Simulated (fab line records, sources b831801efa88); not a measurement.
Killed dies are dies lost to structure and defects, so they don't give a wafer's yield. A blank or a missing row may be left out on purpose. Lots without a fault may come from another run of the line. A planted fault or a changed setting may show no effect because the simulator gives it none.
Which tool did it? | flow gf180mcu | 13 lots, 39 wafers sampled, at 2 steps of a route of 602

WHAT THE GAUGES READ, wafer by wafer
GF_M5_CD_MEAS_07: target cd 280 nm.
lot  | measured     | on        | cd_nm (nm)
L487 | day 26 01:29 | cd_sem-02 | 280.1 281.9 281.8
L488 | day 26 07:26 | cd_sem-01 | 281.3 280.4 280.3
L489 | day 26 19:08 | cd_sem-02 | 280.4 280.9 280.6
L490 | day 27 02:58 | cd_sem-02 | 280.7 281.7 279.7
L491 | day 27 13:22 | cd_sem-01 | 280.3 279.2 279.7
L492 | day 27 13:44 | cd_sem-01 | 279.1 279.3 279.0
L498 | day 29 09:34 | cd_sem-01 | 280.1 279.6 279.7
L499 | day 29 23:03 | cd_sem-02 | 281.4 279.5 281.3
L500 | day 30 01:58 | cd_sem-02 | 281.2 280.4 281.8
L501 | day 30 10:24 | cd_sem-02 | 278.8 278.7 277.7
L503 | day 31 11:53 | cd_sem-01 | 279.1 279.8 280.0
L505 | day 32 02:26 | cd_sem-01 | 279.3 280.0 281.1
L509 | day 33 01:10 | cd_sem-02 | 277.7 280.4 280.1

GF_TOP_METAL_THK_MEAS_06: measures by xrf.
lot  | measured     | on            | TOP_METAL_ALCU_THK (nm)
L487 | day 27 00:54 | film_metro-04 | 886 874 892
L488 | day 27 07:10 | film_metro-04 | 868 881 872
L489 | day 27 18:40 | film_metro-01 | 895 905 912
L490 | day 28 02:43 | film_metro-01 | 900 897 896
L491 | day 28 12:49 | film_metro-01 | 876 870 881
L492 | day 28 13:38 | film_metro-04 | 887 884 889
L498 | day 30 07:08 | film_metro-01 | 885 877 889
L499 | day 30 20:43 | film_metro-01 | 889 879 888
L500 | day 30 23:32 | film_metro-04 | 883 890 904
L501 | day 31 07:29 | film_metro-01 | 894 898 889
L503 | day 32 07:48 | film_metro-04 | 892 900 894
L505 | day 32 21:14 | film_metro-01 | 907 916 915
L509 | day 33 20:41 | film_metro-01 | 909 918 903

WHICH TOOL RAN EACH LOT (tool, then ch and the chambers of the sampled wafers, then the start)
The record holds no process step before these readings.

WHAT THE TOOLS THEMSELVES READ (means of the sampled wafers that have a number; where no wafer has one, the mark that the record gives instead)
The record holds no such reading with a usual standard deviation.

THE ANSWER, worked out from the rows above alone
Rule: what is usual is taken from the lots themselves. Put in order of their means at a reading, lots are off if they are a third of the lots or fewer, leave a main group of 4 or more, and stand apart from it by a gap of 3 or more times the standard deviation of the main group's means; of several such gaps the widest counts. A main group whose means are all the same, to the digits that the tables above print for the reading, isn't used. A lot without any number at a reading at which 4 lots or more have one is off too. The other lots that the step has rows for count as sound. The gauges are gone through in route order, then the tools' own readings, and for those a lot's mean is taken as printed above. The first step at which some lot is off is used, and at that step the reading that is off furthest; a lot without a number counts as furthest.
No lot is off at any reading shown: from this, nothing can be told.

WHAT THE SIMULATOR HAD PUT IN
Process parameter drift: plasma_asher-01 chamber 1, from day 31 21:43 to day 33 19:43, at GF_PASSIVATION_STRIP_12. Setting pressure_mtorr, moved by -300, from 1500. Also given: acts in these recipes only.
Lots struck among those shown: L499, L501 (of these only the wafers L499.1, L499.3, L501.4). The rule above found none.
